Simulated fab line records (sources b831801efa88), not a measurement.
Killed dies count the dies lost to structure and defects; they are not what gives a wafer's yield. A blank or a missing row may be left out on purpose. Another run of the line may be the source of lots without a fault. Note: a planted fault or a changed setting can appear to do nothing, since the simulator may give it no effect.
fab line records || flow sfqLine || part 2 of 2: steps 29 to 39 of 39
record {"lots": 5, "wafers": 15, "lastDay": 81}
route steps=325 shown M0@32 I0@43 M1@58
lots with no fault: from the same line, run without faults
startH: hours from the record's opening day to when the first of the lot's shown wafers began || waitH: hours elapsed since this lot's preceding step || " same as the row above || L1.1+2: a row that stands for several wafers || - no value, or no start was given || * or withheld: withheld || < > ~ a bound
route shown NAME@n: a module of which the file shows steps, and the number in the route of the first || usual: mean/standard deviation taken from wafers without a fault || same: alike in all rows || chamber/n: place in a boat || sites: per-site readings || _std_site: the standard deviation of these || _edge_site: the outer-site mean with the inner-site mean subtracted || radiusMm: how far each site lies from the wafer's centre || mask NAME#n: copy n || behind: tool/chamber where the wafer was last shaped || hold: the reason the lot was held/the length of the hold in hours/how it ended || device: transistor that didn't switch, given as n, p or np || end of line: the route-end tests of the same wafers || where a step has no rows: the recipe by itself || killed: dies that structure and defects cost at the first sort, which is not the same as the wafer's yield || map: the dies of a wafer, with x for killed, . for not killed, _ for no die there
set.NAME: the setting that was run; set.NAME@STEP: the one run at that earlier step || model.NAME: the simulator's own value behind a step, which no gauge read
certain route steps with their lots: each step a table, each wafer a row
services: a tool's chamber out of use, with start hour (startH, from the record's first day; less than 0 if before it), hours out, and reason
## steps
# step SFQ_M1_RS_MEAS_909
# recipe {"thkMeasGauge": "four-point-probe", "reads": "Nb_of_TRILAYER_M1_DEP_SPUTTER_037"}
# usual {"M1_NB_RS": "0.893/0.01"}
{"lot.wafer": "L074.1", "tool": "filmMetro-04", "chamber": "-", "startH": 307.22, "waitH": 0.0, "M1_NB_RS[ohm/sq]": 0.901}
{"lot.wafer": "L074.3", "tool": "filmMetro-04", "chamber": "-", "startH": 307.22, "waitH": 0.0, "M1_NB_RS[ohm/sq]": 0.913}
{"lot.wafer": "L074.5", "tool": "filmMetro-04", "chamber": "-", "startH": 307.22, "waitH": 0.0, "M1_NB_RS[ohm/sq]": 0.893}
{"lot.wafer": "L077.2", "tool": "filmMetro-03", "chamber": "-", "startH": 387.65, "waitH": 0.1, "M1_NB_RS[ohm/sq]": 0.893}
{"lot.wafer": "L077.3", "tool": "filmMetro-03", "chamber": "-", "startH": 387.65, "waitH": 0.1, "M1_NB_RS[ohm/sq]": 0.888}
{"lot.wafer": "L077.4", "tool": "filmMetro-03", "chamber": "-", "startH": 387.65, "waitH": 0.1, "M1_NB_RS[ohm/sq]": 0.901}
{"lot.wafer": "L083.2", "tool": "filmMetro-03", "chamber": "-", "startH": 417.77, "waitH": 0.1, "M1_NB_RS[ohm/sq]": 0.894}
{"lot.wafer": "L083.4", "tool": "filmMetro-03", "chamber": "-", "startH": 417.77, "waitH": 0.1, "M1_NB_RS[ohm/sq]": 0.891}
{"lot.wafer": "L083.6", "tool": "filmMetro-03", "chamber": "-", "startH": 417.77, "waitH": 0.1, "M1_NB_RS[ohm/sq]": 0.897}
{"lot.wafer": "L086.1", "tool": "filmMetro-03", "chamber": "-", "startH": 424.95, "waitH": 0.0, "M1_NB_RS[ohm/sq]": 0.895}
{"lot.wafer": "L086.4", "tool": "filmMetro-03", "chamber": "-", "startH": 424.95, "waitH": 0.0, "M1_NB_RS[ohm/sq]": 0.910}
{"lot.wafer": "L086.5", "tool": "filmMetro-03", "chamber": "-", "startH": 424.95, "waitH": 0.0, "M1_NB_RS[ohm/sq]": 0.898}
{"lot.wafer": "L097.1", "tool": "filmMetro-03", "chamber": "-", "startH": 464.55, "waitH": 0.0, "M1_NB_RS[ohm/sq]": 0.880}
{"lot.wafer": "L097.3", "tool": "filmMetro-03", "chamber": "-", "startH": 464.55, "waitH": 0.0, "M1_NB_RS[ohm/sq]": 0.893}
{"lot.wafer": "L097.6", "tool": "filmMetro-03", "chamber": "-", "startH": 464.55, "waitH": 0.0, "M1_NB_RS[ohm/sq]": 0.883}
# step SFQ_TRILAYER_M1_LITHO_COAT_044
# recipe {"resist": "BARC", "spinRpm": 3000, "resistThkNm": 62}
{"lot.wafer": "L074.1+3+5", "tool": "lithoTrack-01", "chamber": 0, "startH": 307.40, "waitH": 0.1}
{"lot.wafer": "L077.2+3+4", "tool": "lithoTrack-01", "chamber": 0, "startH": 387.96, "waitH": 0.2}
{"lot.wafer": "L083.2+4+6", "tool": "lithoTrack-01", "chamber": 0, "startH": 417.98, "waitH": 0.1}
{"lot.wafer": "L086.1+4+5", "tool": "lithoTrack-01", "chamber": 0, "startH": 425.13, "waitH": 0.1}
{"lot.wafer": "L097.1+3+6", "tool": "lithoTrack-02", "chamber": 0, "startH": 464.73, "waitH": 0.1}
# step SFQ_TRILAYER_M1_LITHO_COAT_039
# recipe {"resist": "KrF", "spinRpm": 3000, "resistThkNm": 600}
{"lot.wafer": "L074.1+3+5", "tool": "lithoTrack-01", "chamber": 0, "startH": 307.70, "waitH": 0.2}
{"lot.wafer": "L077.2+3+4", "tool": "lithoTrack-01", "chamber": 0, "startH": 388.26, "waitH": 0.2}
{"lot.wafer": "L083.2+4+6", "tool": "lithoTrack-01", "chamber": 0, "startH": 418.28, "waitH": 0.2}
{"lot.wafer": "L086.1+4+5", "tool": "lithoTrack-01", "chamber": 0, "startH": 425.43, "waitH": 0.2}
{"lot.wafer": "L097.1+3+6", "tool": "lithoTrack-02", "chamber": 0, "startH": 465.03, "waitH": 0.2}
# step SFQ_TRILAYER_M1_LITHO_SOFTBAKE_043
# recipe {"tempC": "withheld", "timeS": "withheld", "resist": "KrF"}
{"lot.wafer": "L074.1+3+5", "tool": "lithoTrack-01", "chamber": 0, "startH": 308.00, "waitH": 0.2}
{"lot.wafer": "L077.2+3+4", "tool": "lithoTrack-01", "chamber": 0, "startH": 388.54, "waitH": 0.2}
{"lot.wafer": "L083.2+4+6", "tool": "lithoTrack-01", "chamber": 0, "startH": 418.55, "waitH": 0.2}
{"lot.wafer": "L086.1+4+5", "tool": "lithoTrack-01", "chamber": 0, "startH": 425.73, "waitH": 0.2}
{"lot.wafer": "L097.1+3+6", "tool": "lithoTrack-02", "chamber": 0, "startH": 465.33, "waitH": 0.2}
# step SFQ_TRILAYER_M1_LITHO_EXPOSE_040
# recipe {"maskId": "M1", "na": 0.6, "sourceShape": "conventional", "sigmaOuter": 0.65, "targetCdNm": 500, "doseMj": 14.4}
# usual {"focusOffsetNm": "0.0/0.48"}
# same {"na": 0.6}
{"lot.wafer": "L074.1", "tool": "krfScanner-02", "chamber": 0, "startH": 377.72, "waitH": "-", "mask": "M1#0", "focusOffsetNm": 0.0}
{"lot.wafer": "L074.3", "tool": "krfScanner-02", "chamber": 0, "startH": 377.72, "waitH": "-", "mask": "M1#0", "focusOffsetNm": 0.8}
{"lot.wafer": "L074.5", "tool": "krfScanner-02", "chamber": 0, "startH": 377.72, "waitH": "-", "mask": "M1#0", "focusOffsetNm": -0.3}
{"lot.wafer": "L077.2", "tool": "krfScanner-02", "chamber": 0, "startH": 389.92, "waitH": "-", "mask": "M1#0", "focusOffsetNm": -0.8}
{"lot.wafer": "L077.3", "tool": "krfScanner-02", "chamber": 0, "startH": 389.92, "waitH": "-", "mask": "M1#0", "focusOffsetNm": 0.1}
{"lot.wafer": "L077.4", "tool": "krfScanner-02", "chamber": 0, "startH": 389.92, "waitH": "-", "mask": "M1#0", "focusOffsetNm": 0.4}
{"lot.wafer": "L083.2", "tool": "krfScanner-02", "chamber": 0, "startH": 419.49, "waitH": "-", "mask": "M1#0", "focusOffsetNm": -0.7}
{"lot.wafer": "L083.4", "tool": "krfScanner-02", "chamber": 0, "startH": 419.49, "waitH": "-", "mask": "M1#0", "focusOffsetNm": -0.4}
{"lot.wafer": "L083.6", "tool": "krfScanner-02", "chamber": 0, "startH": 419.49, "waitH": "-", "mask": "M1#0", "focusOffsetNm": 0.4}
{"lot.wafer": "L086.1", "tool": "krfScanner-02", "chamber": 0, "startH": 428.70, "waitH": "-", "mask": "M1#0", "focusOffsetNm": 0.9}
{"lot.wafer": "L086.4", "tool": "krfScanner-02", "chamber": 0, "startH": 428.70, "waitH": "-", "mask": "M1#0", "focusOffsetNm": 0.7}
{"lot.wafer": "L086.5", "tool": "krfScanner-02", "chamber": 0, "startH": 428.70, "waitH": "-", "mask": "M1#0", "focusOffsetNm": 0.6}
{"lot.wafer": "L097.1", "tool": "krfScanner-02", "chamber": 0, "startH": 465.48, "waitH": "-", "mask": "M1#0", "focusOffsetNm": -0.2}
{"lot.wafer": "L097.3", "tool": "krfScanner-02", "chamber": 0, "startH": 465.48, "waitH": "-", "mask": "M1#0", "focusOffsetNm": -0.6}
{"lot.wafer": "L097.6", "tool": "krfScanner-02", "chamber": 0, "startH": 465.48, "waitH": "-", "mask": "M1#0", "focusOffsetNm": -0.6}
# step SFQ_TRILAYER_M1_LITHO_PEB_042
# recipe {"pebTempC": 115, "pebTimeS": 60, "resist": "KrF"}
{"lot.wafer": "L074.1+3+5", "tool": "lithoTrack-03", "chamber": 0, "startH": 378.92, "waitH": 1.0}
{"lot.wafer": "L077.2+3+4", "tool": "lithoTrack-03", "chamber": 0, "startH": 390.95, "waitH": 0.8}
{"lot.wafer": "L083.2+4+6", "tool": "lithoTrack-03", "chamber": 0, "startH": 420.52, "waitH": 0.8}
{"lot.wafer": "L086.1+4+5", "tool": "lithoTrack-02", "chamber": 0, "startH": 429.90, "waitH": 1.0}
{"lot.wafer": "L097.1+3+6", "tool": "lithoTrack-01", "chamber": 0, "startH": 466.68, "waitH": 1.0}
# step SFQ_TRILAYER_M1_LITHO_DEVELOP_041
# recipe {"timeS": 60, "resist": "KrF"}
# same {"timeS": 60}
{"lot.wafer": "L074.1+3+5", "tool": "lithoTrack-03", "chamber": 0, "startH": 379.07, "waitH": 0.1}
{"lot.wafer": "L077.2+3+4", "tool": "lithoTrack-03", "chamber": 0, "startH": 391.10, "waitH": 0.1}
{"lot.wafer": "L083.2+4+6", "tool": "lithoTrack-03", "chamber": 0, "startH": 420.67, "waitH": 0.1}
{"lot.wafer": "L086.1+4+5", "tool": "lithoTrack-02", "chamber": 0, "startH": 430.05, "waitH": 0.1}
{"lot.wafer": "L097.1+3+6", "tool": "lithoTrack-01", "chamber": 0, "startH": 466.83, "waitH": 0.1}
# step SFQ_M1_OVL_MEAS_911
# usual {"M1_OVL": "8/5.2"}
{"lot.wafer": "L074.1", "tool": "overlay-01", "chamber": "-", "startH": 379.22, "waitH": 0.1, "M1_OVL[nm]": 10}
{"lot.wafer": "L074.3", "tool": "overlay-01", "chamber": "-", "startH": 379.22, "waitH": 0.1, "M1_OVL[nm]": 8}
{"lot.wafer": "L074.5", "tool": "overlay-01", "chamber": "-", "startH": 379.22, "waitH": 0.1, "M1_OVL[nm]": 12}
{"lot.wafer": "L077.2", "tool": "overlay-01", "chamber": "-", "startH": 391.23, "waitH": 0.1, "M1_OVL[nm]": 10}
{"lot.wafer": "L077.3", "tool": "overlay-01", "chamber": "-", "startH": 391.23, "waitH": 0.1, "M1_OVL[nm]": 5}
{"lot.wafer": "L077.4", "tool": "overlay-01", "chamber": "-", "startH": 391.23, "waitH": 0.1, "M1_OVL[nm]": 13}
{"lot.wafer": "L083.2", "tool": "overlay-01", "chamber": "-", "startH": 420.80, "waitH": 0.1, "M1_OVL[nm]": 5}
{"lot.wafer": "L083.4", "tool": "overlay-01", "chamber": "-", "startH": 420.80, "waitH": 0.1, "M1_OVL[nm]": 10}
{"lot.wafer": "L083.6", "tool": "overlay-01", "chamber": "-", "startH": 420.80, "waitH": 0.1, "M1_OVL[nm]": 12}
{"lot.wafer": "L086.1", "tool": "overlay-01", "chamber": "-", "startH": 430.20, "waitH": 0.1, "M1_OVL[nm]": 16}
{"lot.wafer": "L086.4", "tool": "overlay-01", "chamber": "-", "startH": 430.20, "waitH": 0.1, "M1_OVL[nm]": 3}
{"lot.wafer": "L086.5", "tool": "overlay-01", "chamber": "-", "startH": 430.20, "waitH": 0.1, "M1_OVL[nm]": 13}
{"lot.wafer": "L097.1", "tool": "overlay-02", "chamber": "-", "startH": 466.98, "waitH": 0.1, "M1_OVL[nm]": 4}
{"lot.wafer": "L097.3", "tool": "overlay-02", "chamber": "-", "startH": 466.98, "waitH": 0.1, "M1_OVL[nm]": 12}
{"lot.wafer": "L097.6", "tool": "overlay-02", "chamber": "-", "startH": 466.98, "waitH": 0.1, "M1_OVL[nm]": 10}
# step SFQ_TRILAYER_M1_BARC_OPEN_METAL_ETCH_054
# recipe {"maskMaterial": "PR", "chemistry": "O2", "targetDepthNm": 125, "target": "BARC", "icpW": 600, "biasW": 80, "pressureMtorr": 10, "timeS": 41.7}
# usual {"drypumpMotorCurrentA": "5.8/0.41", "oesProductAu": "0.685/0.0044"}
# same {"timeS": 41.7}
{"lot.wafer": "L074.1", "tool": "rieMetal-02", "chamber": 1, "startH": 379.26, "waitH": 0.0, "drypumpMotorCurrentA": 5.2, "oesProductAu": 0.691, "rfHoursCounterH": 40}
{"lot.wafer": "L074.3", "tool": "rieMetal-02", "chamber": 1, "startH": 379.26, "waitH": 0.0, "drypumpMotorCurrentA": 5.2, "oesProductAu": 0.689, "rfHoursCounterH": "-"}
{"lot.wafer": "L074.5", "tool": "rieMetal-02", "chamber": 1, "startH": 379.26, "waitH": 0.0, "drypumpMotorCurrentA": 5.2, "oesProductAu": 0.682, "rfHoursCounterH": "-"}
{"lot.wafer": "L077.2", "tool": "rieMetal-03", "chamber": 0, "startH": 391.26, "waitH": 0.0, "drypumpMotorCurrentA": 5.6, "oesProductAu": 0.682, "rfHoursCounterH": 82}
{"lot.wafer": "L077.3", "tool": "rieMetal-03", "chamber": 1, "startH": 391.26, "waitH": 0.0, "drypumpMotorCurrentA": 6.3, "oesProductAu": 0.680, "rfHoursCounterH": "-"}
{"lot.wafer": "L077.4", "tool": "rieMetal-03", "chamber": 0, "startH": 391.26, "waitH": 0.0, "drypumpMotorCurrentA": 5.6, "oesProductAu": 0.684, "rfHoursCounterH": "-"}
{"lot.wafer": "L083.2", "tool": "rieMetal-01", "chamber": 0, "startH": 420.83, "waitH": 0.0, "drypumpMotorCurrentA": 5.8, "oesProductAu": 0.683, "rfHoursCounterH": 78}
{"lot.wafer": "L083.4", "tool": "rieMetal-01", "chamber": 0, "startH": 420.83, "waitH": 0.0, "drypumpMotorCurrentA": 5.7, "oesProductAu": 0.685, "rfHoursCounterH": "-"}
{"lot.wafer": "L083.6", "tool": "rieMetal-01", "chamber": 1, "startH": 420.83, "waitH": 0.0, "drypumpMotorCurrentA": 5.8, "oesProductAu": 0.685, "rfHoursCounterH": "-"}
{"lot.wafer": "L086.1", "tool": "rieMetal-01", "chamber": 0, "startH": 430.24, "waitH": 0.0, "drypumpMotorCurrentA": 5.8, "oesProductAu": 0.682, "rfHoursCounterH": 80}
{"lot.wafer": "L086.4", "tool": "rieMetal-01", "chamber": 0, "startH": 430.24, "waitH": 0.0, "drypumpMotorCurrentA": 5.8, "oesProductAu": 0.688, "rfHoursCounterH": "-"}
{"lot.wafer": "L086.5", "tool": "rieMetal-01", "chamber": 1, "startH": 430.24, "waitH": 0.0, "drypumpMotorCurrentA": 5.7, "oesProductAu": 0.682, "rfHoursCounterH": "-"}
{"lot.wafer": "L097.1", "tool": "rieMetal-03", "chamber": 1, "startH": 467.02, "waitH": 0.0, "drypumpMotorCurrentA": 6.3, "oesProductAu": 0.684, "rfHoursCounterH": 49}
{"lot.wafer": "L097.3", "tool": "rieMetal-03", "chamber": 0, "startH": 467.02, "waitH": 0.0, "drypumpMotorCurrentA": 5.5, "oesProductAu": 0.685, "rfHoursCounterH": "-"}
{"lot.wafer": "L097.6", "tool": "rieMetal-03", "chamber": 0, "startH": 467.02, "waitH": 0.0, "drypumpMotorCurrentA": 5.6, "oesProductAu": 0.675, "rfHoursCounterH": "-"}
# step SFQ_TRILAYER_M1_ETCH_METAL_ETCH_042
# recipe {"target": "Nb", "stopOn": "SiO2", "maskMaterial": "PR", "chemistry": "Cl2/Ar", "targetDepthNm": 240, "icpW": 600, "biasW": 80, "pressureMtorr": 10, "timeS": 120}
# usual {"drypumpMotorCurrentA": "5.8/0.41", "oesProductAu": "0.893/0.0074"}
# same {"timeS": 120}
{"lot.wafer": "L074.1", "tool": "rieMetal-02", "chamber": 1, "startH": 379.38, "waitH": 0.1, "drypumpMotorCurrentA": 5.2, "oesProductAu": 0.892, "rfHoursCounterH": 40}
{"lot.wafer": "L074.3", "tool": "rieMetal-02", "chamber": 1, "startH": 379.38, "waitH": 0.1, "drypumpMotorCurrentA": 5.2, "oesProductAu": 0.874, "rfHoursCounterH": "-"}
{"lot.wafer": "L074.5", "tool": "rieMetal-02", "chamber": 1, "startH": 379.38, "waitH": 0.1, "drypumpMotorCurrentA": 5.2, "oesProductAu": 0.902, "rfHoursCounterH": "-"}
{"lot.wafer": "L077.2", "tool": "rieMetal-03", "chamber": 0, "startH": 391.32, "waitH": 0.0, "drypumpMotorCurrentA": 5.5, "oesProductAu": 0.897, "rfHoursCounterH": 82}
{"lot.wafer": "L077.3", "tool": "rieMetal-03", "chamber": 1, "startH": 391.32, "waitH": 0.0, "drypumpMotorCurrentA": 6.3, "oesProductAu": 0.899, "rfHoursCounterH": "-"}
{"lot.wafer": "L077.4", "tool": "rieMetal-03", "chamber": 0, "startH": 391.32, "waitH": 0.0, "drypumpMotorCurrentA": 5.5, "oesProductAu": 0.883, "rfHoursCounterH": "-"}
{"lot.wafer": "L083.2", "tool": "rieMetal-01", "chamber": 0, "startH": 420.89, "waitH": 0.0, "drypumpMotorCurrentA": 5.8, "oesProductAu": 0.891, "rfHoursCounterH": 78}
{"lot.wafer": "L083.4", "tool": "rieMetal-01", "chamber": 0, "startH": 420.89, "waitH": 0.0, "drypumpMotorCurrentA": 5.8, "oesProductAu": 0.895, "rfHoursCounterH": "-"}
{"lot.wafer": "L083.6", "tool": "rieMetal-01", "chamber": 1, "startH": 420.89, "waitH": 0.0, "drypumpMotorCurrentA": 5.8, "oesProductAu": 0.894, "rfHoursCounterH": "-"}
{"lot.wafer": "L086.1", "tool": "rieMetal-01", "chamber": 0, "startH": 430.30, "waitH": 0.0, "drypumpMotorCurrentA": 5.8, "oesProductAu": 0.891, "rfHoursCounterH": 80}
{"lot.wafer": "L086.4", "tool": "rieMetal-01", "chamber": 0, "startH": 430.30, "waitH": 0.0, "drypumpMotorCurrentA": 5.8, "oesProductAu": 0.880, "rfHoursCounterH": "-"}
{"lot.wafer": "L086.5", "tool": "rieMetal-01", "chamber": 1, "startH": 430.30, "waitH": 0.0, "drypumpMotorCurrentA": 5.7, "oesProductAu": 0.896, "rfHoursCounterH": "-"}
{"lot.wafer": "L097.1", "tool": "rieMetal-03", "chamber": 1, "startH": 467.08, "waitH": 0.0, "drypumpMotorCurrentA": 6.3, "oesProductAu": 0.906, "rfHoursCounterH": 49}
{"lot.wafer": "L097.3", "tool": "rieMetal-03", "chamber": 0, "startH": 467.08, "waitH": 0.0, "drypumpMotorCurrentA": 5.5, "oesProductAu": 0.894, "rfHoursCounterH": "-"}
{"lot.wafer": "L097.6", "tool": "rieMetal-03", "chamber": 0, "startH": 467.08, "waitH": 0.0, "drypumpMotorCurrentA": 5.6, "oesProductAu": 0.897, "rfHoursCounterH": "-"}
# step SFQ_TRILAYER_M1_STRIP_STRIP_043
# recipe {"gas": "O2", "powerW": 200, "platenTempC": 40, "overashFraction": 0.65, "chemistry": "O2", "pressureMtorr": 50}
# usual {"drypumpMotorCurrentA": "5.8/0.41", "oesProductAu": "1.000/0.0097"}
{"lot.wafer": "L074.1", "tool": "rieMetal-02", "chamber": 1, "startH": 379.63, "waitH": 0.2, "drypumpMotorCurrentA": 5.2, "oesProductAu": 0.984, "rfHoursCounterH": 40}
{"lot.wafer": "L074.3", "tool": "rieMetal-02", "chamber": 1, "startH": 379.63, "waitH": 0.2, "drypumpMotorCurrentA": 5.2, "oesProductAu": 0.990, "rfHoursCounterH": "-"}
{"lot.wafer": "L074.5", "tool": "rieMetal-02", "chamber": 1, "startH": 379.63, "waitH": 0.2, "drypumpMotorCurrentA": 5.2, "oesProductAu": 0.980, "rfHoursCounterH": "-"}
{"lot.wafer": "L077.2", "tool": "rieMetal-03", "chamber": 0, "startH": 391.44, "waitH": 0.1, "drypumpMotorCurrentA": 5.5, "oesProductAu": 0.988, "rfHoursCounterH": 82}
{"lot.wafer": "L077.3", "tool": "rieMetal-03", "chamber": 1, "startH": 391.44, "waitH": 0.1, "drypumpMotorCurrentA": 6.3, "oesProductAu": 1.007, "rfHoursCounterH": "-"}
{"lot.wafer": "L077.4", "tool": "rieMetal-03", "chamber": 0, "startH": 391.44, "waitH": 0.1, "drypumpMotorCurrentA": 5.5, "oesProductAu": 0.993, "rfHoursCounterH": "-"}
{"lot.wafer": "L083.2", "tool": "rieMetal-01", "chamber": 0, "startH": 421.01, "waitH": 0.1, "drypumpMotorCurrentA": 5.8, "oesProductAu": 1.004, "rfHoursCounterH": 79}
{"lot.wafer": "L083.4", "tool": "rieMetal-01", "chamber": 0, "startH": 421.01, "waitH": 0.1, "drypumpMotorCurrentA": 5.8, "oesProductAu": 0.996, "rfHoursCounterH": "-"}
{"lot.wafer": "L083.6", "tool": "rieMetal-01", "chamber": 1, "startH": 421.01, "waitH": 0.1, "drypumpMotorCurrentA": 5.8, "oesProductAu": 0.993, "rfHoursCounterH": "-"}
{"lot.wafer": "L086.1", "tool": "rieMetal-01", "chamber": 0, "startH": 430.42, "waitH": 0.1, "drypumpMotorCurrentA": 5.8, "oesProductAu": 1.004, "rfHoursCounterH": 80}
{"lot.wafer": "L086.4", "tool": "rieMetal-01", "chamber": 0, "startH": 430.42, "waitH": 0.1, "drypumpMotorCurrentA": 5.8, "oesProductAu": 0.994, "rfHoursCounterH": "-"}
{"lot.wafer": "L086.5", "tool": "rieMetal-01", "chamber": 1, "startH": 430.42, "waitH": 0.1, "drypumpMotorCurrentA": 5.7, "oesProductAu": 0.999, "rfHoursCounterH": "-"}
{"lot.wafer": "L097.1", "tool": "rieMetal-03", "chamber": 1, "startH": 467.20, "waitH": 0.1, "drypumpMotorCurrentA": 6.3, "oesProductAu": 1.002, "rfHoursCounterH": 49}
{"lot.wafer": "L097.3", "tool": "rieMetal-03", "chamber": 0, "startH": 467.20, "waitH": 0.1, "drypumpMotorCurrentA": 5.5, "oesProductAu": 1.013, "rfHoursCounterH": "-"}
{"lot.wafer": "L097.6", "tool": "rieMetal-03", "chamber": 0, "startH": 467.20, "waitH": 0.1, "drypumpMotorCurrentA": 5.6, "oesProductAu": 1.010, "rfHoursCounterH": "-"}
## services
{"tool": "krfScanner-02", "chamber": "-", "startH": 75.11, "hours": 1.0, "kind": "pm"}
{"tool": "krfScanner-02", "chamber": "-", "startH": 80.91, "hours": 0.8, "kind": "pm"}
{"tool": "rieMetal-03", "chamber": 1, "startH": 88.44, "hours": 22.6, "kind": "repair"}
{"tool": "rieMetal-03", "chamber": 0, "startH": 89.76, "hours": 2.1, "kind": "repair"}
{"tool": "krfScanner-02", "chamber": "-", "startH": 90.38, "hours": 0.3, "kind": "repair"}
{"tool": "krfScanner-01", "chamber": "-", "startH": 92.37, "hours": 4.0, "kind": "pm"}
{"tool": "krfScanner-02", "chamber": "-", "startH": 95.12, "hours": 3.0, "kind": "repair"}
{"tool": "krfScanner-01", "chamber": "-", "startH": 140.80, "hours": 4.4, "kind": "pm"}
{"tool": "krfScanner-02", "chamber": "-", "startH": 162.69, "hours": 0.1, "kind": "repair"}
{"tool": "krfScanner-01", "chamber": "-", "startH": 167.97, "hours": 1.3, "kind": "pm"}
{"tool": "krfScanner-01", "chamber": "-", "startH": 170.65, "hours": 1.6, "kind": "repair"}
{"tool": "krfScanner-01", "chamber": "-", "startH": 227.43, "hours": 1.0, "kind": "pm"}
{"tool": "krfScanner-01", "chamber": "-", "startH": 232.61, "hours": 0.8, "kind": "pm"}
{"tool": "krfScanner-02", "chamber": "-", "startH": 233.77, "hours": 1.3, "kind": "pm"}
{"tool": "krfScanner-01", "chamber": "-", "startH": 243.80, "hours": 1.1, "kind": "repair"}
{"tool": "krfScanner-02", "chamber": "-", "startH": 246.00, "hours": 1.0, "kind": "pm"}
{"tool": "rieMetal-04", "chamber": 1, "startH": 246.56, "hours": 21.5, "kind": "repair"}
{"tool": "krfScanner-02", "chamber": "-", "startH": 249.40, "hours": 0.8, "kind": "pm"}
{"tool": "rieMetal-03", "chamber": 1, "startH": 270.88, "hours": 12.7, "kind": "repair"}
{"tool": "krfScanner-01", "chamber": "-", "startH": 338.15, "hours": 1.3, "kind": "pm"}
{"tool": "rieMetal-03", "chamber": "-", "startH": 367.14, "hours": 15.6, "kind": "pm"}
{"tool": "krfScanner-01", "chamber": "-", "startH": 395.85, "hours": 1.0, "kind": "pm"}
{"tool": "krfScanner-01", "chamber": "-", "startH": 401.11, "hours": 0.8, "kind": "pm"}
{"tool": "rieMetal-04", "chamber": 0, "startH": 404.19, "hours": 1.8, "kind": "repair"}
